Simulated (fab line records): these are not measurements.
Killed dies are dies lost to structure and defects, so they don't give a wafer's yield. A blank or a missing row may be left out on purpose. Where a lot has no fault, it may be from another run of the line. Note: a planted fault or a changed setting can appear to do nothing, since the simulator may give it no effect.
A struck lot beside a sound one	flow sky130	14 out of 708 route steps
Sound: the wafers L607.3, L607.4, L607.6. Wafers struck: L621.2, L621.3, L621.5. The cause comes at the end.
Order at every step that has rows: each side's tool, ch and its chambers, its first start. Under that, the readings that differ: sound wafers	struck wafers	difference of the means	sigmas: that difference in standard deviations of wafers without a fault.
alike: same words and numbers on both sides, and readings whose means sit less than 2 such deviations apart. not compared: any withheld reading, any reading some wafer has no value for, any bound like >300 that may hide the same value, and any number with overlapping values for which the record gives no deviation.
A row with sigmas, a row that says differs or no value, or rows on one side alone: a step with any of these is where the two part. Numbers that don't overlap but have no deviation are shown without sigmas and don't part them. Lack of a reading on every wafer of one side parts them only where that side has two or more wafers.

first, 1 step without rows for these wafers: SKY_SONOS_ONO_OXIDATION_00 (stabilise 600 s, purge 300 s, target thk 2.6 nm).
SKY_SONOS_ONO_THK_MEAS_01:
  sound on film metro-02 at day 12 03:54; struck on film metro-04 at day 16 16:02
  alike: SONOS_ONO_OXIDATION_THK
then, 1 step without rows for these wafers: SKY_SONOS_ONO_CVD_02 (deposits Si3N4 from DCS/NH3, target thk 10.5 nm, time 180 s).
SKY_SONOS_ONO_THK_MEAS_03:
  sound on film metro-02 at day 12 05:01; struck on film metro-01 at day 16 17:55
  alike: SONOS_ONO_CVD_02_THK
then, 1 step without rows for these wafers: SKY_SONOS_ONO_CVD_04 (deposits SiO2 from SiH4/N2O, target thk 5.7199 nm).
SKY_SONOS_ONO_THK_MEAS_05:
  sound on film metro-01 at day 12 06:19; struck on film metro-02 at day 16 19:14
  alike: SONOS_ONO_CVD_04_THK
then, 6 steps without rows for these wafers: SKY_SONOS_ONO_DEHYDRATE_06 (time 60 s); SKY_SONOS_ONO_HMDS_07 (prime time 60 s); SKY_SONOS_ONO_COAT_08 (resist thk 1140 nm); SKY_SONOS_ONO_SOFTBAKE_09 (time 60 s); SKY_SONOS_ONO_EXPOSE_10 (exposes mask ONOM, target cd 410 nm); SKY_SONOS_ONO_PEB_11.
SKY_SONOS_ONO_DEVELOP_12: develop time 60 s.
  struck on litho track-04, day 17 23:54; sound on litho track-04 ch 0, day 13 05:46
  no value came back on the struck wafers for chill plate temp C (C), develop time s (s); on the sound wafers chill plate temp C (C) reads 22.78 22.77 22.77
SKY_SONOS_ONO_CD_MEAS_13: target cd 410 nm.
  sound on cd sem-01 at day 13 05:55; struck on cd sem-01 at day 18 00:02
reading	sound	struck	difference	sigmas
cd nm (nm)	407.5 406.6 407.3	- - -	no value on the struck wafers	

== WHERE THEY PART ==
At SKY_SONOS_ONO_DEVELOP_12 first; at SKY_SONOS_ONO_CD_MEAS_13 last (within this record only).

WHY: whatever the simulator had introduced
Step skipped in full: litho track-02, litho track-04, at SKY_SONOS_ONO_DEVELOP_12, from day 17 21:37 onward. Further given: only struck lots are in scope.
